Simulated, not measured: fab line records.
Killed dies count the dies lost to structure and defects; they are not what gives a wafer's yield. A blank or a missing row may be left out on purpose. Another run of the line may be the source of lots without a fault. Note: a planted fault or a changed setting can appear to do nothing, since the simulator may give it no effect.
Which tool was responsible?	flow sky130	Sampling: 14 lots, 40 wafers, 4 of 708 route steps

== WHAT EACH GAUGE READ, for each wafer ==
SKY_GATE_OXIDE_THK_MEAS_02.
lot	measured	on	GATE_OXIDE_OXIDATION_00_THK (nm)
L331	day 13 03:19	film-metro-01	10.56 10.47 10.56
L333	day 13 10:01	film-metro-03	10.32 10.37 10.39
L334	day 13 15:16	film-metro-01	10.59 10.63 10.55
L335	day 13 20:05	film-metro-01	10.30 10.36 10.34
L336	day 14 15:04	film-metro-03	10.38 10.37 10.29
L338	day 15 02:04	film-metro-03	10.03 9.91 10.23
L339	day 15 04:52	film-metro-03	10.56 10.77 10.87
L340	day 15 20:31	film-metro-03	10.13 10.23 10.22
L341	day 16 15:19	film-metro-04	10.32 10.41 10.11
L342	day 17 05:44	film-metro-03	10.12 10.02 10.14
L349	day 19 02:14	film-metro-01	10.20 10.32
L351	day 19 11:39	film-metro-03	10.50 10.40
L353	day 20 04:12	film-metro-03	10.57 10.51 10.51
L354	day 20 14:04	film-metro-03	9.93 9.99 9.98

SKY_RES_PROTECT_TW_MEAS_08.
lot	measured	on	POLY_GATE_TW
L331	day 15 12:23	film-metro-02	4008 4014 4006
L333	day 15 19:07	film-metro-04	4021 4010 4022
L334	day 16 02:23	film-metro-02	4008 4015 3998
L335	day 16 05:40	film-metro-01	4019 4022 4026
L336	day 17 02:25	film-metro-02	4009 4019 4011
L338	day 17 15:23	film-metro-04	3998 4012 4019
L339	day 17 17:07	film-metro-02	4038 3997 3991
L340	day 18 08:16	film-metro-04	3998 4019 4003
L341	day 19 04:56	film-metro-01	4050 4067 4044
L342	day 19 21:06	film-metro-02	3973 3981 4011
L349	day 21 20:04	film-metro-04	4032 4041
L351	day 22 04:25	film-metro-02	4004 4017
L353	day 22 20:02	film-metro-01	4024 4022 4028
L354	day 23 05:53	film-metro-01	4027 4031 4053

SKY_SD_P_TW_MEAS_11.
lot	measured	on	SD_P_TW
L331	day 25 22:50	film-metro-03	2848 2825 2832
L333	day 26 05:09	film-metro-02	2785 2787 2792
L334	day 26 12:17	film-metro-04	2820 2819 2810
L335	day 26 15:27	film-metro-02	2803 2790 2803
L336	day 27 10:17	film-metro-02	2809 2818 2807
L338	day 28 02:12	film-metro-04	2826 2819 2817
L339	day 28 03:06	film-metro-04	2798 2803 2800
L340	day 28 18:45	film-metro-04	2840 2817 2840
L341	day 29 10:20	film-metro-04	2837 2843 2848
L342	day 30 01:14	film-metro-03	2826 2835 2827
L349	day 31 17:59	film-metro-04	2815 2824
L351	day 32 01:43	film-metro-03	2852 2857
L353	day 32 19:13	film-metro-04	2840 2854 2837
L354	day 33 01:44	film-metro-04	2820 2816 2830

== WHAT TOOL EACH LOT RAN ON (gives the tool, then ch and the chambers of the sampled wafers, and finally the start) ==
lot	SKY_POLY_CUT_ETCH_11
L331	rie-diel-01 ch 0,1,3, day 24 16:06
L333	rie-diel-01 ch 0,1,3, day 24 22:23
L334	rie-diel-03 ch 0,2, day 25 06:04
L335	rie-diel-01 ch 2,3, day 25 09:19
L336	rie-diel-01 ch 0,1,2, day 26 05:19
L338	rie-diel-01 ch 1,2,3, day 26 21:38
L339	rie-diel-03 ch 0,1,3, day 26 22:48
L340	rie-diel-01 ch 0,1,3, day 27 14:35
L341	rie-diel-02 ch 1,2, day 28 05:23
L342	rie-diel-03 ch 0,1,3, day 28 21:38
L349	rie-diel-03 ch 0,1, day 30 14:29
L351	rie-diel-03 ch 0,2, day 30 22:02
L353	rie-diel-01 ch 1,2, day 31 16:47
L354	rie-diel-02 ch 0,1,3, day 31 22:25
- SKY_POLY_CUT_ETCH_11: etches Si3N4 in CF4/CH2F2/Ar, stops on poly-Si, time 42.5 s, target depth 60 nm.

== AS READ BY THE TOOLS THEMSELVES (means over the sampled wafers that have a number; for cases with no such wafer, the mark the record gives instead) ==
SKY_POLY_CUT_ETCH_11.
lot	tool	drypump-motor-current-A (A)	oes-product-au (a.u.)	run-length-s (s)	throttle-valve-pct (%)
L331	rie-diel-01	5.64	0.835	70.7	14.995
L333	rie-diel-01	5.66	0.834	70.8	14.986
L334	rie-diel-03	5.88	0.825	70.6	15.003
L335	rie-diel-01	5.83	0.828	71.3	14.993
L336	rie-diel-01	5.65	0.835	71.0	14.998
L338	rie-diel-01	5.69	0.836	71.0	14.989
L339	rie-diel-03	5.75	0.831	70.6	14.985
L340	rie-diel-01	5.64	0.839	70.6	14.988
L341	rie-diel-02	5.68	0.830	70.3	14.997
L342	rie-diel-03	5.73	0.829	70.6	14.996
L349	rie-diel-03	5.50	0.813	72.4	14.993
L351	rie-diel-03	5.70	0.826	72.5	15.003
L353	rie-diel-01	5.68	0.826	71.1	14.997
L354	rie-diel-02	5.69	0.834	70.7	15.007

== THE ANSWER, worked out from the rows above alone ==
Rule: what is usual is taken from the lots themselves. Put in order of their means at a reading, lots are off if they are a third of the lots or fewer, leave a main group of 4 or more, and stand apart from it by a gap of 3 or more times the standard deviation of the main group's means; of several such gaps the widest counts. Not used: any main group whose means are identical at the precision the tables above print for the reading. Also off: a lot with no number at a reading for which 4 or more lots have one. The other lots that the step has rows for count as sound. Order of review: gauges by route order, followed by the tools' own readings, for which a lot's mean as printed above is used. The first step at which some lot is off is used, and at that step the reading that is off furthest; a lot without a number counts as furthest.
Off: L349, L351, at SKY_POLY_CUT_ETCH_11 (run-length-s). The main group has a mean of 70.8 s with a standard deviation of 0.26.
A tool fits if, at that step or a process step before it, it ran every lot that is off, and no sound lot after the first of them. One fits: SKY_POLY_CUT_ETCH_11 on rie-diel-03. A fault onset in the window from L342 (day 28 21:38, its last sound lot) to L349 (day 30 14:29, its first lot off) fits.
On the lots that are off, the tool's own readings at SKY_POLY_CUT_ETCH_11 differ by more than 5 times the standard deviation of the sound lots' means, which bears it out; run-length-s reads 72.5 s there versus 70.8 s on the sound lots.

== WHAT THE SIMULATOR HAD INSERTED ==
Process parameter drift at SKY_POLY_CUT_ETCH_11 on rie-diel-03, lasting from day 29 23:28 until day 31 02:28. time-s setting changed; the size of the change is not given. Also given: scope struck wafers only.
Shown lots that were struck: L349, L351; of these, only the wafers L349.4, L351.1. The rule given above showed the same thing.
